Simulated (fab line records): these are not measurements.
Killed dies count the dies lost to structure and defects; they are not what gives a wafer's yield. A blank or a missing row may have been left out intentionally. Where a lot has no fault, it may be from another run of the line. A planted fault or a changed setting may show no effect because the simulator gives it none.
Which tool is to blame? / flow gf180mcu / Sampling: 11 lots, 33 wafers, 2 of 602 route steps

WHAT THE GAUGES SHOWED, per wafer
GF_V3_THK_MEAS_25: measures by xrf.
lot=L858; measured=day 22 13:54; on=film_metro-02; V3_W_THK (nm)=351 355 346
lot=L859; measured=day 23 03:35; on=film_metro-02; V3_W_THK (nm)=346 345 344
lot=L860; measured=day 23 12:43; on=film_metro-04; V3_W_THK (nm)=350 348 349
lot=L861; measured=day 23 15:40; on=film_metro-02; V3_W_THK (nm)=353 344 346
lot=L862; measured=day 24 04:38; on=film_metro-04; V3_W_THK (nm)=345 352 348
lot=L865; measured=day 25 06:44; on=film_metro-03; V3_W_THK (nm)=350 350 350
lot=L867; measured=day 26 02:51; on=film_metro-04; V3_W_THK (nm)=346 351 355
lot=L870; measured=day 27 04:59; on=film_metro-02; V3_W_THK (nm)=345 344 354
lot=L873; measured=day 28 00:28; on=film_metro-03; V3_W_THK (nm)=352 356 355
lot=L880; measured=day 29 21:34; on=film_metro-04; V3_W_THK (nm)=354 355 358
lot=L881; measured=day 30 01:22; on=film_metro-03; V3_W_THK (nm)=344 341 346

TOOL THAT RAN EACH LOT (tool first, then ch and the chambers of the sampled wafers, then the start)
lot=L858; GF_V3_SPUTTER_21=pvd_sputter-03, day 22 13:34
lot=L859; GF_V3_SPUTTER_21=pvd_sputter-01, day 23 03:15
lot=L860; GF_V3_SPUTTER_21=pvd_sputter-04, day 23 12:22
lot=L861; GF_V3_SPUTTER_21=pvd_sputter-01, day 23 15:20
lot=L862; GF_V3_SPUTTER_21=pvd_sputter-03, day 24 04:17
lot=L865; GF_V3_SPUTTER_21=pvd_sputter-04, day 25 06:24
lot=L867; GF_V3_SPUTTER_21=pvd_sputter-01, day 26 02:31
lot=L870; GF_V3_SPUTTER_21=pvd_sputter-03, day 27 04:40
lot=L873; GF_V3_SPUTTER_21=pvd_sputter-04, day 28 00:07
lot=L880; GF_V3_SPUTTER_21=pvd_sputter-04, day 29 21:13
lot=L881; GF_V3_SPUTTER_21=pvd_sputter-04, day 30 01:02
- GF_V3_SPUTTER_21: material Ti, target thk 15 nm, time 80.02 s.

WHAT THE TOOLS THEMSELVES READ (means of the sampled wafers that have a number; where no wafer has one, the mark that the record gives instead)
GF_V3_SPUTTER_21.
lot=L858; tool=pvd_sputter-03; throttle_valve_pct (%)=30.0
lot=L859; tool=pvd_sputter-01; throttle_valve_pct (%)=29.1
lot=L860; tool=pvd_sputter-04; throttle_valve_pct (%)=30.3
lot=L861; tool=pvd_sputter-01; throttle_valve_pct (%)=28.7
lot=L862; tool=pvd_sputter-03; throttle_valve_pct (%)=30.5
lot=L865; tool=pvd_sputter-04; throttle_valve_pct (%)=29.2
lot=L867; tool=pvd_sputter-01; throttle_valve_pct (%)=29.4
lot=L870; tool=pvd_sputter-03; throttle_valve_pct (%)=30.8
lot=L873; tool=pvd_sputter-04; throttle_valve_pct (%)=31.0
lot=L880; tool=pvd_sputter-04; throttle_valve_pct (%)=29.5
lot=L881; tool=pvd_sputter-04; throttle_valve_pct (%)=30.9

THE ANSWER, worked out from the rows above alone
Rule: the lots themselves supply what counts as usual. The widest of any qualifying gaps counts: lots, ordered by their means at a reading, are off when they make up no more than a third of the lots, leave a main group of 4 or more, and stand apart from it by 3 or more times the standard deviation of that group's means. Not used: any main group whose means are identical at the precision the tables above print for the reading. Also off: a lot with no number at a reading for which 4 or more lots have one. All remaining lots with rows at the step are treated as sound. After the gauges, taken in route order, come the tools' own readings; for these a lot's mean is taken, as printed above. At the first step where some lot is off, the reading lying furthest off is the one used; lots without a number count as furthest.
Nothing can be told from this: no lot is off at any reading shown.

WHAT THE SIMULATOR HAD INSERTED
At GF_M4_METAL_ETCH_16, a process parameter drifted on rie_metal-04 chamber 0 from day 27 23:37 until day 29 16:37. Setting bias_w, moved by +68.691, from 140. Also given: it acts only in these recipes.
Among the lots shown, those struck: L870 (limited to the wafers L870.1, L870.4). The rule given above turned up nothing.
